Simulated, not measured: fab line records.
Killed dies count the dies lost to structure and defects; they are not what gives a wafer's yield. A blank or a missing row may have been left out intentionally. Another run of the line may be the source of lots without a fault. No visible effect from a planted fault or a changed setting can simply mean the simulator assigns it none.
fab line records	flow sky130	part 1 of 2: steps 1 to 28 of 36
record lots=5	wafers=15	last_day=48
route steps=708 shown CAPM@537 METAL3@555
lots untouched by any fault: they come from a run of this same line in which no faults occurred
start_h: the number of hours between the record's first day and the start of the first shown wafer of the lot	wait_h: hours since the lot's step before	" unchanged from the row above	L1.1+2: several wafers, shown together as one row	- either no value or no given start	* or withheld: withheld	< > ~ a bound
route shown NAME@n: NAME is a module with steps in the file, n the number in the route of the first one	usual: mean and standard deviation over wafers with no fault	same: alike in all rows	chamber/n: place in a boat	sites: readings site by site	_std_site: how widely they spread, as a standard deviation	_edge_site: outer sites' mean less inner sites'	radius_mm: how far each site lies from the wafer's centre	mask NAME#n: copy n	behind: the most recent tool/chamber to have shaped the wafer	hold: what put the lot on hold/how long, in hours/how the hold closed	device: the n, p or np transistor that did not switch	end of line: tests of these same wafers at the route's end	where a step has no rows: the recipe by itself	killed: dies that structure and defects cost at the first sort, which is not the same as the wafer's yield	map: the dies of a wafer, with x for killed, . for not killed, _ for no die there
set.NAME: the setting as run; set.NAME@STEP: as run at that earlier step	model.NAME: the simulator's own value behind a step, which no gauge read
a table for each step, a row for each wafer; lots at some steps of the route
services: from which hour (start_h, from the record's first day; less than 0 if before it) a tool's chamber was out of use, for how many hours, and why
## steps
# step SKY_CAPM_CVD_00
# recipe material=SiO2	target_thk_nm=15.5	temp_c=400	time_s=withheld	rf_w=450
# usual heater_power_outer_w=469/79	heater_power_w=769/98
lot.wafer	tool	chamber	start_h	wait_h	heater_power_outer_w	heater_power_w
L074.2	pecvd-01	0	848.31	0.0	394	667
L074.4	"	0	"	"	421	651
L074.6	"	2	"	"	430	734
L079.1	pecvd-01	1	886.46	0.0	485	781
L079.3	"	1	"	"	495	779
L079.6	"	1	"	"	481	748
L080.1	pecvd-02	1	894.51	0.0	425	749
L080.4	"	2	"	"	581	833
L080.6	"	1	"	"	417	759
L082.3	pecvd-02	0	930.51	0.0	482	902
L082.4	"	2	"	"	653	918
L082.6	"	2	"	"	655	900
L086.1	pecvd-01	2	936.41	0.0	483	787
L086.4	"	2	"	"	469	791
L086.6	"	0	"	"	411	656
# step SKY_CAPM_THK_MEAS_01
# recipe reads=SiO2_of_CAPM_CVD_00
# usual CAPM_CVD_00_THK=15.49/0.25
lot.wafer	tool	chamber	start_h	wait_h	CAPM_CVD_00_THK[nm]
L074.2	film_metro-03	-	848.34	-	15.97
L074.4	"	-	"	"	15.96
L074.6	"	-	"	"	16.02
L079.1	film_metro-01	-	886.49	-	15.29
L079.3	"	-	"	"	15.42
L079.6	"	-	"	"	15.44
L080.1	film_metro-02	-	894.55	-	15.03
L080.4	"	-	"	"	15.34
L080.6	"	-	"	"	15.29
L082.3	film_metro-02	-	930.55	-	15.43
L082.4	"	-	"	"	15.20
L082.6	"	-	"	"	15.40
L086.1	film_metro-01	-	936.43	-	15.74
L086.4	"	-	"	"	15.73
L086.6	"	-	"	"	16.20
# step SKY_CAPM_SPUTTER_02
# recipe material=TiN	target_thk_nm=200	temp_c=300	power_w=6500	time_s=166.7	chamber_pressure_pa=0.4
# usual throttle_valve_pct=29.8/0.73
lot.wafer	tool	chamber	start_h	wait_h	throttle_valve_pct
L074.2	pvd_sputter-02	-	848.39	0.0	29.3
L074.4	"	-	"	"	29.9
L074.6	"	-	"	"	29.9
L079.1	pvd_sputter-03	-	886.55	0.1	29.3
L079.3	"	-	"	"	29.8
L079.6	"	-	"	"	30.8
L080.1	pvd_sputter-03	-	894.61	0.1	30.5
L080.4	"	-	"	"	29.9
L080.6	"	-	"	"	29.8
L082.3	pvd_sputter-02	-	930.59	0.0	29.8
L082.4	"	-	"	"	30.1
L082.6	"	-	"	"	29.2
L086.1	pvd_sputter-04	-	936.49	0.1	31.2
L086.4	"	-	"	"	30.6
L086.6	"	-	"	"	29.6
# step SKY_CAPM_RS_MEAS_03
# recipe thk_meas_gauge=four-point-probe	reads=TiN_of_CAPM_SPUTTER_02
# usual CAPM_TIN_RS=6.89/0.087
lot.wafer	tool	chamber	start_h	wait_h	CAPM_TIN_RS[ohm/sq]
L074.2	film_metro-02	-	848.63	0.1	6.83
L074.4	"	-	"	"	6.93
L074.6	"	-	"	"	6.89
L079.1	film_metro-03	-	886.66	0.1	6.84
L079.3	"	-	"	"	6.86
L079.6	"	-	"	"	6.95
L080.1	film_metro-01	-	894.72	0.1	6.91
L080.4	"	-	"	"	6.86
L080.6	"	-	"	"	6.86
L082.3	film_metro-02	-	930.74	0.1	6.99
L082.4	"	-	"	"	6.94
L082.6	"	-	"	"	6.94
L086.1	film_metro-03	-	936.60	0.1	6.98
L086.4	"	-	"	"	6.88
L086.6	"	-	"	"	7.10
# step SKY_CAPM_THK_MEAS_04
# recipe thk_meas_gauge=xrf	reads=TiN_of_CAPM_SPUTTER_02
# usual CAPM_TIN_THK=197.7/2.5
lot.wafer	tool	chamber	start_h	wait_h	CAPM_TIN_THK[nm]
L074.2	film_metro-02	-	848.74	0.1	200.9
L074.4	"	-	"	"	197.4
L074.6	"	-	"	"	198.7
L079.1	film_metro-03	-	886.78	0.1	198.1
L079.3	"	-	"	"	197.4
L079.6	"	-	"	"	194.7
L080.1	film_metro-01	-	894.84	0.1	195.8
L080.4	"	-	"	"	197.5
L080.6	"	-	"	"	198.0
L082.3	film_metro-02	-	930.84	0.1	195.4
L082.4	"	-	"	"	196.3
L082.6	"	-	"	"	196.2
L086.1	film_metro-03	-	936.72	0.1	194.3
L086.4	"	-	"	"	196.5
L086.6	"	-	"	"	191.6
# step SKY_CAPM_DEHYDRATE_05
# recipe temp_c=200	time_s=60
# usual resist_line_temp_C=22.98/0.12
lot.wafer	tool	chamber	start_h	wait_h	resist_line_temp_C
L074.2	litho_track-01	0	860.30	11.6	23.17
L074.4	"	0	"	"	23.09
L074.6	"	0	"	"	23.04
L079.1	litho_track-04	0	899.83	13.0	23.15
L079.3	"	0	"	"	22.89
L079.6	"	0	"	"	22.92
L080.1	litho_track-01	0	906.43	11.6	22.89
L080.4	"	0	"	"	23.00
L080.6	"	0	"	"	22.95
L082.3	litho_track-01	0	942.08	11.2	22.83
L082.4	"	0	"	"	23.20
L082.6	"	0	"	"	22.85
L086.1	litho_track-01	0	948.83	12.1	22.95
L086.4	"	0	"	"	23.15
L086.6	"	0	"	"	22.90
# step SKY_CAPM_HMDS_06
# recipe prime_time_s=60	prime_temp_c=120
# usual resist_line_temp_C=22.98/0.11
lot.wafer	tool	chamber	start_h	wait_h	resist_line_temp_C
L074.2	litho_track-01	0	860.45	0.1	23.02
L074.4	"	0	"	"	22.93
L074.6	"	0	"	"	22.95
L079.1	litho_track-04	0	899.98	0.1	22.97
L079.3	"	0	"	"	22.90
L079.6	"	0	"	"	23.04
L080.1	litho_track-01	0	906.58	0.1	23.04
L080.4	"	0	"	"	22.93
L080.6	"	0	"	"	22.96
L082.3	litho_track-01	0	942.23	0.1	23.03
L082.4	"	0	"	"	23.00
L082.6	"	0	"	"	23.11
L086.1	litho_track-01	0	948.98	0.1	23.00
L086.4	"	0	"	"	22.76
L086.6	"	0	"	"	23.13
# step SKY_CAPM_COAT_07
# recipe resist=NOVOLAK	spin_rpm=3000	resist_thk_nm=1140
# usual resist_line_temp_C=22.99/0.12
lot.wafer	tool	chamber	start_h	wait_h	resist_line_temp_C
L074.2	litho_track-01	0	860.60	0.1	22.99
L074.4	"	0	"	"	22.99
L074.6	"	0	"	"	23.04
L079.1	litho_track-04	0	900.13	0.1	23.03
L079.3	"	0	"	"	22.89
L079.6	"	0	"	"	23.11
L080.1	litho_track-01	0	906.73	0.1	23.19
L080.4	"	0	"	"	23.19
L080.6	"	0	"	"	23.17
L082.3	litho_track-01	0	942.38	0.1	22.98
L082.4	"	0	"	"	22.96
L082.6	"	0	"	"	23.03
L086.1	litho_track-01	0	949.13	0.1	22.99
L086.4	"	0	"	"	23.08
L086.6	"	0	"	"	22.95
# step SKY_CAPM_SOFTBAKE_08
# recipe temp_c=90	time_s=60	resist=NOVOLAK
# usual resist_line_temp_C=22.97/0.095
lot.wafer	tool	chamber	start_h	wait_h	resist_line_temp_C
L074.2	litho_track-01	0	860.75	0.1	22.90
L074.4	"	0	"	"	22.95
L074.6	"	0	"	"	22.94
L079.1	litho_track-04	0	900.28	0.1	22.96
L079.3	"	0	"	"	23.14
L079.6	"	0	"	"	23.20
L080.1	litho_track-01	0	906.88	0.1	22.99
L080.4	"	0	"	"	23.18
L080.6	"	0	"	"	22.88
L082.3	litho_track-01	0	942.53	0.1	22.96
L082.4	"	0	"	"	22.99
L082.6	"	0	"	"	23.14
L086.1	litho_track-01	0	949.28	0.1	22.96
L086.4	"	0	"	"	23.00
L086.6	"	0	"	"	22.88
# step SKY_CAPM_EXPOSE_09
# recipe mask_id=CAPM	na=0.6	source_shape=conventional	sigma_outer=0.6	polarization=unpolarized	target_cd_nm=1000	dose_mj=159
lot.wafer	tool	chamber	start_h	wait_h	mask
L074.2+4+6	iline_stepper-01	0	-	-	CAPM#0
L079.1+3+6	iline_stepper-02	0	-	-	CAPM#0
L080.1+4+6	iline_stepper-02	0	-	-	CAPM#0
L082.3+4+6	iline_stepper-02	0	-	-	CAPM#0
L086.1+4+6	iline_stepper-02	0	-	-	CAPM#0
# step SKY_CAPM_PEB_10
# recipe temp_c=withheld	time_s=*	resist=NOVOLAK
# usual resist_line_temp_C=*
lot.wafer	tool	chamber	start_h	wait_h	resist_line_temp_C
L074.2	litho_track-04	0	-	-	*
L074.4	"	0	"	"	*
L074.6	"	0	"	"	*
L079.1	litho_track-02	0	-	-	*
L079.3	"	0	"	"	*
L079.6	"	0	"	"	*
L080.1	litho_track-01	0	-	-	*
L080.4	"	0	"	"	*
L080.6	"	0	"	"	*
L082.3	litho_track-01	0	-	-	*
L082.4	"	0	"	"	*
L082.6	"	0	"	"	*
L086.1	litho_track-02	0	-	-	*
L086.4	"	0	"	"	*
L086.6	"	0	"	"	*
# step SKY_CAPM_DEVELOP_11
# recipe resist=NOVOLAK	developer=TMAH	develop_time_s=60	dev_temp_c=23
# usual resist_line_temp_C=23.02/0.11
lot.wafer	tool	chamber	start_h	wait_h	resist_line_temp_C
L074.2	litho_track-04	0	874.20	0.1	23.08
L074.4	"	0	"	"	23.10
L074.6	"	0	"	"	23.17
L079.1	litho_track-02	0	911.33	0.1	23.04
L079.3	"	0	"	"	22.93
L079.6	"	0	"	"	22.94
L080.1	litho_track-01	0	919.38	0.1	23.19
L080.4	"	0	"	"	23.14
L080.6	"	0	"	"	23.00
L082.3	litho_track-01	0	955.48	0.1	22.96
L082.4	"	0	"	"	23.07
L082.6	"	0	"	"	23.04
L086.1	litho_track-02	0	960.43	0.1	22.95
L086.4	"	0	"	"	23.04
L086.6	"	0	"	"	22.98
# step SKY_CAPM_OVL_MEAS_12
# usual CAPM_OVL=-0.7/1.5
lot.wafer	tool	chamber	start_h	wait_h	CAPM_OVL[nm]
L074.2	overlay-02	-	874.33	0.1	-0.8
L074.4	"	-	"	"	-0.7
L074.6	"	-	"	"	-0.4
L079.1	overlay-02	-	911.48	0.1	2.4
L079.3	"	-	"	"	-0.1
L079.6	"	-	"	"	-1.7
L080.1	overlay-02	-	919.53	0.1	-2.8
L080.4	"	-	"	"	-1.7
L080.6	"	-	"	"	-3.1
L082.3	overlay-01	-	955.59	0.1	-1.1
L082.4	"	-	"	"	-2.5
L082.6	"	-	"	"	-1.9
L086.1	overlay-01	-	960.58	0.1	-1.4
L086.4	"	-	"	"	-1.1
L086.6	"	-	"	"	1.3
# step SKY_CAPM_METAL_ETCH_13
# recipe target_depth_nm=220	stop_on=SiO2	chemistry=Cl2/BCl3	target=TiN	pressure_mtorr=10	icp_w=900	bias_w=48.5	Cl2_flow_sccm=60	bcl3_flow_sccm=30	time_s=62.9
# usual drypump_motor_current_A=6.0/0.33	oes_product_au=0.942/0.0078	throttle_valve_pct=21.900/0.011
lot.wafer	tool	chamber	start_h	wait_h	drypump_motor_current_A	oes_product_au	rf_hours_counter_h	throttle_valve_pct
L074.2	rie_metal-02	0	874.39	0.0	6.5	0.941	-	21.906
L074.4	"	0	"	"	6.5	0.938	-	21.902
L074.6	"	0	"	"	6.6	0.942	-	21.911
L079.1	rie_metal-03	0	911.51	0.0	6.0	0.950	19	21.903
L079.3	"	0	"	"	5.9	0.943	-	21.897
L079.6	"	1	"	"	5.6	0.942	-	21.896
L080.1	rie_metal-04	1	919.57	0.0	5.6	0.945	5	21.899
L080.4	"	0	"	"	5.8	0.941	-	21.874
L080.6	"	1	"	"	5.6	0.938	-	21.909
L082.3	rie_metal-04	0	955.64	0.0	5.8	0.937	-	21.918
L082.4	"	1	"	"	5.6	0.936	-	21.915
L082.6	"	1	"	"	5.6	0.939	-	21.903
L086.1	rie_metal-04	1	960.62	0.0	5.6	0.943	7	21.914
L086.4	"	1	"	"	5.6	0.939	-	21.899
L086.6	"	1	"	"	5.6	0.932	-	21.934
# step SKY_CAPM_STRIP_14
# recipe chemistry=O2/N2	power_w=1400	pressure_mtorr=1500	platen_temp_c=withheld	o2_flow_sccm=3000	n2_flow_sccm=300	overash_fraction=0.5
# usual drypump_motor_current_A=5.7/0.71	n2_flow_sccm=300.0/0.96	oes_product_au=0.711/0.0044	strip_time_to_endpoint_s=12.63/0.051
lot.wafer	tool	chamber	start_h	wait_h	drypump_motor_current_A	n2_flow_sccm	oes_product_au	rf_hours_counter_h	strip_time_to_endpoint_s
L074.2	plasma_asher-04	1	874.52	0.1	4.7	300.3	0.711	13	12.64
L074.4	"	0	"	"	6.5	299.4	0.709	-	12.63
L074.6	"	1	"	"	4.7	298.7	0.721	-	12.66
L079.1	plasma_asher-02	0	911.59	0.1	6.2	300.2	0.715	48	12.63
L079.3	"	0	"	"	6.2	298.5	0.709	-	12.62
L079.6	"	1	"	"	5.2	300.5	0.705	-	12.57
L080.1	plasma_asher-02	0	919.64	0.1	6.2	299.9	0.710	49	12.61
L080.4	"	1	"	"	5.2	300.4	0.708	-	12.61
L080.6	"	0	"	"	6.2	298.8	0.709	-	12.63
L082.3	plasma_asher-02	1	955.73	0.1	5.2	298.9	0.711	-	12.55
L082.4	"	0	"	"	6.3	300.2	0.712	-	12.62
L082.6	"	0	"	"	6.2	299.3	0.711	-	12.66
L086.1	plasma_asher-04	0	960.69	0.1	6.5	298.3	0.714	22	12.63
L086.4	"	1	"	"	4.7	299.5	0.719	-	12.66
L086.6	"	0	"	"	6.5	299.7	0.709	-	12.66
# step SKY_CAPM_STRIP_15
# recipe chemistry=post_etch_residue_remover	time_s=1200	temp_c=72.5
lot.wafer	tool	chamber	start_h	wait_h
L074.2+4+6	wet_bench-04	0	874.62	0.1
L079.1+3+6	wet_bench-03	3	911.69	0.1
L080.1+4+6	wet_bench-02	3	919.74	0.1
L082.3+4+6	wet_bench-03	3	955.79	0.0
L086.1+4+6	wet_bench-02	1	960.79	0.1
# step SKY_CAPM_CLEAN_16
# recipe chemistry=IPA	time_s=180	temp_c=25
lot.wafer	tool	chamber	start_h	wait_h
L074.2+4+6	wet_bench-03	1	874.96	0.0
L079.1+3+6	wet_bench-04	1	912.03	0.0
L080.1+4+6	wet_bench-03	3	920.12	0.0
L082.3+4+6	wet_bench-04	1	956.20	0.0
L086.1+4+6	wet_bench-03	1	961.13	0.0
# step SKY_CAPM_CLEAN_17
# recipe chemistry=O3/DIW	dry=n2_spin
lot.wafer	tool	chamber	start_h	wait_h
L074.2+4+6	wet_bench-04	1	875.02	0.0
L079.1+3+6	wet_bench-03	2	912.09	0.0
L080.1+4+6	wet_bench-04	3	920.17	0.0
L082.3+4+6	wet_bench-03	0	956.26	0.0
L086.1+4+6	wet_bench-02	3	961.19	0.0
# step SKY_METAL3_DEHYDRATE_05
# recipe temp_c=200	time_s=60
# usual resist_line_temp_C=23.00/0.11
lot.wafer	tool	chamber	start_h	wait_h	resist_line_temp_C
L074.2	litho_track-03	0	886.49	11.4	23.25
L074.4	"	0	"	"	23.13
L074.6	"	0	"	"	23.11
L079.1	litho_track-02	0	924.43	12.2	23.10
L079.3	"	0	"	"	22.94
L079.6	"	0	"	"	22.95
L080.1	litho_track-01	0	932.23	12.0	23.13
L080.4	"	0	"	"	23.08
L080.6	"	0	"	"	23.05
L082.3	litho_track-02	0	967.08	10.7	22.96
L082.4	"	0	"	"	23.05
L082.6	"	0	"	"	23.04
L086.1	litho_track-02	0	972.73	11.4	22.86
L086.4	"	0	"	"	23.10
L086.6	"	0	"	"	23.04
# step SKY_METAL3_HMDS_06
# recipe prime_time_s=60	prime_temp_c=120
# usual resist_line_temp_C=22.98/0.11
lot.wafer	tool	chamber	start_h	wait_h	resist_line_temp_C
L074.2	litho_track-03	0	886.64	0.1	23.15
L074.4	"	0	"	"	23.11
L074.6	"	0	"	"	22.98
L079.1	litho_track-02	0	924.58	0.1	23.02
L079.3	"	0	"	"	22.95
L079.6	"	0	"	"	22.91
L080.1	litho_track-01	0	932.38	0.1	22.78
L080.4	"	0	"	"	22.87
L080.6	"	0	"	"	22.91
L082.3	litho_track-02	0	967.23	0.1	22.92
L082.4	"	0	"	"	22.84
L082.6	"	0	"	"	22.74
L086.1	litho_track-02	0	972.88	0.1	23.13
L086.4	"	0	"	"	22.97
L086.6	"	0	"	"	22.99
# step SKY_METAL3_COAT_07
# recipe resist=BARC	temp_c=withheld	time_s=withheld	spin_rpm=3000	resist_thk_nm=60
# usual resist_line_temp_C=*
lot.wafer	tool	chamber	start_h	wait_h	resist_line_temp_C
L074.2	litho_track-03	0	886.79	0.1	*
L074.4	"	0	"	"	*
L074.6	"	0	"	"	*
L079.1	litho_track-02	0	924.73	0.1	*
L079.3	"	0	"	"	*
L079.6	"	0	"	"	*
L080.1	litho_track-01	0	932.53	0.1	*
L080.4	"	0	"	"	*
L080.6	"	0	"	"	*
L082.3	litho_track-02	0	967.38	0.1	*
L082.4	"	0	"	"	*
L082.6	"	0	"	"	*
L086.1	litho_track-02	0	973.03	0.1	*
L086.4	"	0	"	"	*
L086.6	"	0	"	"	*
# step SKY_METAL3_COAT_08
# recipe resist=KrF-thick	spin_rpm=3000	resist_thk_nm=1140
# usual resist_line_temp_C=23.00/0.12
lot.wafer	tool	chamber	start_h	wait_h	resist_line_temp_C
L074.2	litho_track-03	0	-	-	23.16
L074.4	"	0	"	"	23.25
L074.6	"	0	"	"	23.12
L079.1	litho_track-02	0	-	-	23.09
L079.3	"	0	"	"	22.85
L079.6	"	0	"	"	23.03
L080.1	litho_track-01	0	-	-	23.03
L080.4	"	0	"	"	22.90
L080.6	"	0	"	"	22.92
L082.3	litho_track-02	0	-	-	22.91
L082.4	"	0	"	"	22.85
L082.6	"	0	"	"	22.97
L086.1	litho_track-02	0	-	-	22.92
L086.4	"	0	"	"	22.98
L086.6	"	0	"	"	23.15
# step SKY_METAL3_SOFTBAKE_09
# recipe temp_c=100	time_s=90	resist=KrF-thick
# usual resist_line_temp_C=23.00/0.1
lot.wafer	tool	chamber	start_h	wait_h	resist_line_temp_C
L074.2	litho_track-03	0	-	-	23.05
L074.4	"	0	"	"	23.07
L074.6	"	0	"	"	23.15
L079.1	litho_track-02	0	-	-	22.96
L079.3	"	0	"	"	22.83
L079.6	"	0	"	"	23.02
L080.1	litho_track-01	0	-	-	23.10
L080.4	"	0	"	"	23.03
L080.6	"	0	"	"	23.08
L082.3	litho_track-02	0	-	-	22.85
L082.4	"	0	"	"	23.08
L082.6	"	0	"	"	22.98
L086.1	litho_track-02	0	-	-	23.07
L086.4	"	0	"	"	23.02
L086.6	"	0	"	"	22.87
# step SKY_METAL3_EXPOSE_10
# recipe mask_id=MM3	na=0.68	source_shape=annular	sigma_inner=0.4	sigma_outer=0.8	target_cd_nm=300	dose_mj=28
lot.wafer	tool	chamber	start_h	wait_h	mask
L074.2+4+6	krf_scanner-01	0	-	-	MM3#0
L079.1+3+6	krf_scanner-02	0	-	-	MM3#0
L080.1+4+6	krf_scanner-02	0	-	-	MM3#0
L082.3+4+6	krf_scanner-02	0	-	-	MM3#0
L086.1+4+6	krf_scanner-01	0	-	-	MM3#0
# step SKY_METAL3_PEB_11
# recipe peb_temp_c=withheld	peb_time_s=withheld	resist=KrF-thick
# usual resist_line_temp_C=*
lot.wafer	tool	chamber	start_h	wait_h	resist_line_temp_C
L074.2	litho_track-01	0	-	-	*
L074.4	"	0	"	"	*
L074.6	"	0	"	"	*
L079.1	litho_track-03	0	-	-	*
L079.3	"	0	"	"	*
L079.6	"	0	"	"	*
L080.1	litho_track-01	0	-	-	*
L080.4	"	0	"	"	*
L080.6	"	0	"	"	*
L082.3	litho_track-02	0	-	-	*
L082.4	"	0	"	"	*
L082.6	"	0	"	"	*
L086.1	litho_track-02	0	-	-	*
L086.4	"	0	"	"	*
L086.6	"	0	"	"	*
# step SKY_METAL3_DEVELOP_12
# recipe develop_time_s=60	resist=KrF-thick	dev_temp_c=21
# usual resist_line_temp_C=23.00/0.12
lot.wafer	tool	chamber	start_h	wait_h	resist_line_temp_C
L074.2	litho_track-01	0	-	-	22.94
L074.4	"	0	"	"	22.90
L074.6	"	0	"	"	23.00
L079.1	litho_track-03	0	-	-	23.07
L079.3	"	0	"	"	23.17
L079.6	"	0	"	"	23.16
L080.1	litho_track-01	0	-	-	23.09
L080.4	"	0	"	"	23.13
L080.6	"	0	"	"	23.11
L082.3	litho_track-02	0	-	-	22.97
L082.4	"	0	"	"	23.05
L082.6	"	0	"	"	23.18
L086.1	litho_track-02	0	-	-	22.97
L086.4	"	0	"	"	22.98
L086.6	"	0	"	"	22.79
# step SKY_METAL3_CD_MEAS_13
# recipe target_cd_nm=300
# usual cd_nm=300.1/1.3
lot.wafer	tool	chamber	start_h	wait_h	cd_nm
L074.2	cd_sem-02	-	900.85	-	300.8
L074.4	"	-	"	"	299.9
L074.6	"	-	"	"	300.9
L079.1	cd_sem-01	-	936.62	-	299.2
L079.3	"	-	"	"	298.8
L079.6	"	-	"	"	298.3
L080.1	cd_sem-02	-	945.13	-	300.3
L080.4	"	-	"	"	299.1
L080.6	"	-	"	"	299.2
L082.3	cd_sem-01	-	980.67	-	300.2
L082.4	"	-	"	"	299.2
L082.6	"	-	"	"	299.3
L086.1	cd_sem-02	-	984.68	-	300.9
L086.4	"	-	"	"	300.3
L086.6	"	-	"	"	300.8
# step SKY_METAL3_OVL_MEAS_14
# usual METAL3_OVL=-2/5.3
lot.wafer	tool	chamber	start_h	wait_h	METAL3_OVL[nm]
L074.2	overlay-01	-	900.96	0.1	0
L074.4	"	-	"	"	-6
L074.6	"	-	"	"	-3
L079.1	overlay-01	-	936.74	0.1	8
L079.3	"	-	"	"	-3
L079.6	"	-	"	"	3
L080.1	overlay-01	-	945.25	0.1	-4
L080.4	"	-	"	"	-6
L080.6	"	-	"	"	-6
L082.3	overlay-01	-	980.76	0.1	-3
L082.4	"	-	"	"	-2
L082.6	"	-	"	"	-3
L086.1	overlay-01	-	984.80	0.1	1
L086.4	"	-	"	"	12
L086.6	"	-	"	"	4
